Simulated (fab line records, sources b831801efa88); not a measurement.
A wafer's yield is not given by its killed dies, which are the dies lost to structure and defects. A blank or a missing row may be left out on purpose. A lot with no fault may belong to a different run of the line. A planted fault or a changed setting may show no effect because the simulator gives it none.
Which tool was responsible? -- flow gf180mcu -- Sampling: 13 lots, 39 wafers, 5 of 602 route steps

== WHAT THE GAUGES READ, wafer by wafer ==
GF_VT_IMPLANT_OVL_MEAS_07.
lot,measured,on,VT_IMPLANT_OVL (nm)
L547,day 5 15:14,overlay-02,-0.5 0.1 0.3
L548,day 5 18:49,overlay-02,2.5 3.2 1.6
L549,day 6 05:50,overlay-02,-3.9 -3.3 -3.4
L550,day 6 09:37,overlay-01,-1.9 -1.7 -1.6
L551,day 6 17:39,overlay-02,-0.1 -0.5 -0.1
L552,day 7 00:38,overlay-02,0.5 1.0 0.2
L553,day 7 07:22,overlay-02,0.4 0.3 0.5
L554,day 7 10:43,overlay-02,-0.7 0.4 -1.1
L556,day 8 04:05,overlay-02,1.4 -0.2 1.4
L559,day 8 19:22,overlay-01,-0.6 1.0 0.1
L560,day 8 23:23,overlay-01,-0.4 -0.2 -2.0
L569,day 11 03:29,overlay-02,1.1 0.5 1.1
L570,day 11 11:17,overlay-02,-0.8 -0.3 0.0

GF_VT_IMPLANT_RS_MEAS_46: the measuring method here is four-point-probe.
lot,measured,on,MVSD_RS (ohm/sq)
L547,day 7 14:44,filmMetro-01,458.1 458.2 455.4
L548,day 7 18:24,filmMetro-01,455.3 454.8 455.2
L549,day 8 05:51,filmMetro-01,457.6 458.3 457.7
L550,day 8 09:47,filmMetro-04,455.7 457.3 456.3
L551,day 8 17:13,filmMetro-01,456.6 456.3 457.1
L552,day 9 01:04,filmMetro-01,456.7 456.1 456.5
L553,day 9 06:36,filmMetro-03,457.3 455.6 458.7
L554,day 9 11:37,filmMetro-01,457.4 457.3 456.9
L556,day 10 07:01,filmMetro-03,456.3 457.8 455.6
L559,day 11 00:49,filmMetro-01,478.6 479.3 477.0
L560,day 11 04:40,filmMetro-04,480.4 480.3 482.3
L569,day 13 14:35,filmMetro-04,456.9 457.1 458.1
L570,day 13 22:40,filmMetro-01,457.9 456.3 459.4

GF_HV_LDD_THK_MEAS_55.
lot,measured,on,HV_LDD_CVD_54_THK (nm)
L547,day 12 12:37,filmMetro-01,10.33 10.03 10.06
L548,day 12 17:36,filmMetro-04,10.18 9.96 10.17
L549,day 13 05:51,filmMetro-04,10.15 10.19 10.17
L550,day 13 15:13,filmMetro-01,9.95 10.10 9.97
L551,day 13 20:55,filmMetro-01,10.06 10.06 9.99
L552,day 14 04:32,filmMetro-03,9.94 10.02 9.92
L553,day 14 08:28,filmMetro-03,10.06 9.75 9.94
L554,day 14 19:28,filmMetro-01,9.92 10.08 9.98
L556,day 15 22:09,filmMetro-04,9.96 9.93 10.12
L559,day 16 12:57,filmMetro-04,10.08 9.99 10.05
L560,day 16 17:43,filmMetro-03,9.98 10.01 10.04
L569,day 19 15:14,filmMetro-04,10.12 9.95 10.08
L570,day 20 03:18,filmMetro-03,9.84 9.86 9.87

GF_CONTACT_BOW_MEAS_05.
lot,measured,on,CONTACT_BOW (um)
L547,day 15 06:05,filmMetro-01,62 66 62
L548,day 15 11:20,filmMetro-04,57 60 68
L549,day 16 00:24,filmMetro-01,54 64 66
L550,day 16 11:44,filmMetro-04,57 61 56
L551,day 16 16:53,filmMetro-03,76 78 65
L552,day 17 01:37,filmMetro-01,85 64 71
L553,day 17 06:11,filmMetro-01,63 70 59
L554,day 17 16:46,filmMetro-01,62 73 64
L556,day 18 22:37,filmMetro-01,58 57 59
L559,day 19 15:25,filmMetro-04,59 67 68
L560,day 19 19:35,filmMetro-01,66 68 60
L569,day 22 19:04,filmMetro-03,69 70 63
L570,day 23 06:37,filmMetro-03,65 64 71

== WHAT TOOL EACH LOT RAN ON (gives the tool, then ch and the chambers of the sampled wafers, and finally the start) ==
lot,GF_MVSD_IMPLANT_09
L547,"implanter-03 ch 0, day 4 10:01"
L548,"implanter-04 ch 0, day 4 14:49"
L549,"implanter-03 ch 0, day 4 23:34"
L550,"implanter-04 ch 0, day 5 03:22"
L551,"implanter-04 ch 0, day 5 09:33"
L552,"implanter-03 ch 0, day 5 16:29"
L553,"implanter-04 ch 0, day 5 23:49"
L554,"implanter-03 ch 0, day 6 02:53"
L556,"implanter-03 ch 0, day 6 16:04"
L559,"implanter-04 ch 0, day 7 11:15"
L560,"implanter-04 ch 0, day 7 14:48"
L569,"implanter-03 ch 0, day 9 15:56"
L570,"implanter-03 ch 0, day 9 23:34"
- GF_MVSD_IMPLANT_09

== AS READ BY THE TOOLS THEMSELVES (means over the sampled wafers that have a number; for cases with no such wafer, the mark the record gives instead) ==
GF_MVSD_IMPLANT_09.
lot,tool,beamEnergyKeV,doseIonsCm2,faradayCurrentUA
L547,implanter-03,100.01,5e+12,28.2
L548,implanter-04,100.01,5e+12,27.8
L549,implanter-03,99.96,5e+12,28.3
L550,implanter-04,100.01,5e+12,27.9
L551,implanter-04,100.02,5e+12,28.6
L552,implanter-03,100.00,5e+12,28.1
L553,implanter-04,100.01,5e+12,28.4
L554,implanter-03,99.98,5e+12,27.8
L556,implanter-03,99.93,5e+12,28.2
L559,implanter-04,100.00,4e+12,20.3
L560,implanter-04,100.00,4e+12,20.2
L569,implanter-03,100.04,5e+12,28.5
L570,implanter-03,99.98,5e+12,28.0

== THE ANSWER, worked out from the rows above alone ==
Rule: usual is defined by the lots themselves. The widest of any qualifying gaps counts: lots, ordered by their means at a reading, are off when they make up no more than a third of the lots, leave a main group of 4 or more, and stand apart from it by 3 or more times the standard deviation of that group's means. A main group whose means are all the same, to the digits that the tables above print for the reading, isn't used. Also off: a lot with no number at a reading for which 4 or more lots have one. Any other lot the step has rows for is counted as sound. The gauges are gone through in route order, then the tools' own readings, and for those a lot's mean is taken as printed above. At the first step where some lot is off, the reading lying furthest off is the one used; lots without a number count as furthest.
Off: L559, L560, at GF_VT_IMPLANT_RS_MEAS_46 (MVSD_RS). Main group: mean 456.9 ohm/sq, sd 0.75.
If a tool, at a process step before that reading, ran all the lots that are off and no sound lot after the first of them, it fits. Not tried: the gauges at GF_VT_IMPLANT_RS_MEAS_46; whatever is off there is also off at GF_MVSD_IMPLANT_09, on other tools, and gauge error can't account for it. One candidate fits, namely implanter-04 at GF_MVSD_IMPLANT_09. A fault onset in the window from L553 (day 5 23:49, its last sound lot) to L559 (day 7 11:15, its first lot off) fits.
The tool's own readings at GF_MVSD_IMPLANT_09 bear it out: on the lots that are off they differ by more than 5 times the standard deviation of the sound lots' means. doseIonsCm2 reads 4e+12 there against 5e+12 on the sound lots; faradayCurrentUA reads 20.2 there against 28.2 on the sound lots.

== WHAT THE SIMULATOR PUT IN ==
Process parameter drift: implanter-04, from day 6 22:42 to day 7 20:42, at GF_MVSD_IMPLANT_09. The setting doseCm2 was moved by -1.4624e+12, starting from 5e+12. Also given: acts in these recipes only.
Lots struck among those shown: L559, L560. Same finding as the rule above.
